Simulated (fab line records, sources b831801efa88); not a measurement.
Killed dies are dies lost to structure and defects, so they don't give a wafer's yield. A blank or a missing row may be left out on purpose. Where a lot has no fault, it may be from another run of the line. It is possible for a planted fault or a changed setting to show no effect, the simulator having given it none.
Chamber matching || flow sky130 || SKY_VIA2_ETCH_15 on rieDiel-03 has 4 sister chambers
The step etches SiO2 in C4F8/O2/Ar, stops on TiN, target depth 546 nm, time 84 s. 4 wafers are shown with their chamber, then 12 later ones without.

WAFERS WITH THEIR CHAMBER
{"wafer": "L083.4", "chamber": 0, "oesProductAu (a.u.)": 0.936}
{"wafer": "L091.2", "chamber": 2, "oesProductAu (a.u.)": 0.928}
{"wafer": "L091.3", "chamber": 1, "oesProductAu (a.u.)": 0.936}
{"wafer": "L091.5", "chamber": 3, "oesProductAu (a.u.)": 0.931}

WAFERS WITH NO CHAMBER GIVEN
{"wafer": "L092.1", "oesProductAu (a.u.)": 0.937}
{"wafer": "L092.2", "oesProductAu (a.u.)": 0.944}
{"wafer": "L092.4", "oesProductAu (a.u.)": 0.942}
{"wafer": "L094.1", "oesProductAu (a.u.)": 0.944}
{"wafer": "L094.4", "oesProductAu (a.u.)": 0.939}
{"wafer": "L094.5", "oesProductAu (a.u.)": 0.939}
{"wafer": "L096.1", "oesProductAu (a.u.)": 0.936}
{"wafer": "L096.2", "oesProductAu (a.u.)": 0.935}
{"wafer": "L096.3", "oesProductAu (a.u.)": 0.937}
{"wafer": "L096.4", "oesProductAu (a.u.)": 0.936}
{"wafer": "L096.5", "oesProductAu (a.u.)": 0.931}
{"wafer": "L096.6", "oesProductAu (a.u.)": 0.936}

CHAMBER TAKEN BY EACH
{"wafer": "L092.1", "from the rows above": "can't be placed: 0 or 1 or 3", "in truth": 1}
{"wafer": "L092.2", "from the rows above": "can't be placed: 0 or 1 or 3", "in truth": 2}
{"wafer": "L092.4", "from the rows above": "can't be placed: 0 or 1 or 3", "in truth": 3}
{"wafer": "L094.1", "from the rows above": "can't be placed: 0 or 1 or 3", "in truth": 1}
{"wafer": "L094.4", "from the rows above": "can't be placed: 0 or 1 or 3", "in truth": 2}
{"wafer": "L094.5", "from the rows above": "can't be placed: 0 or 1 or 3", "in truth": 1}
{"wafer": "L096.1", "from the rows above": "can't be placed: 0 or 1 or 3", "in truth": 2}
{"wafer": "L096.2", "from the rows above": "can't be placed: 0 or 1 or 3 or 2", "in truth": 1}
{"wafer": "L096.3", "from the rows above": "can't be placed: 0 or 1 or 3", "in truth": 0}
{"wafer": "L096.4", "from the rows above": "can't be placed: 0 or 1 or 3", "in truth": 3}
{"wafer": "L096.5", "from the rows above": "can't be placed: 3 or 2 or 0 or 1", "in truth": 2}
{"wafer": "L096.6", "from the rows above": "can't be placed: 0 or 1 or 3", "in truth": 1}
0 of 12 placed correctly. From these rows, 12 cannot be placed; in 9 the true chamber is one of the candidates. Placed wrongly: 0.
How it was worked out, from the rows above alone: a wafer's distance from a chamber is the root of the sum, over the readings, of the square of ((its reading less the chamber's mean) divided by the reading's scatter). If the next closest chamber is less than 2 further off than the closest, the wafer can't be placed; otherwise it belongs to the closest. The mean given for a chamber averages the wafers shown for that chamber. The scatter: root of mean squared gap, hidden wafer to nearest shown wafer, with one shown wafer a chamber.
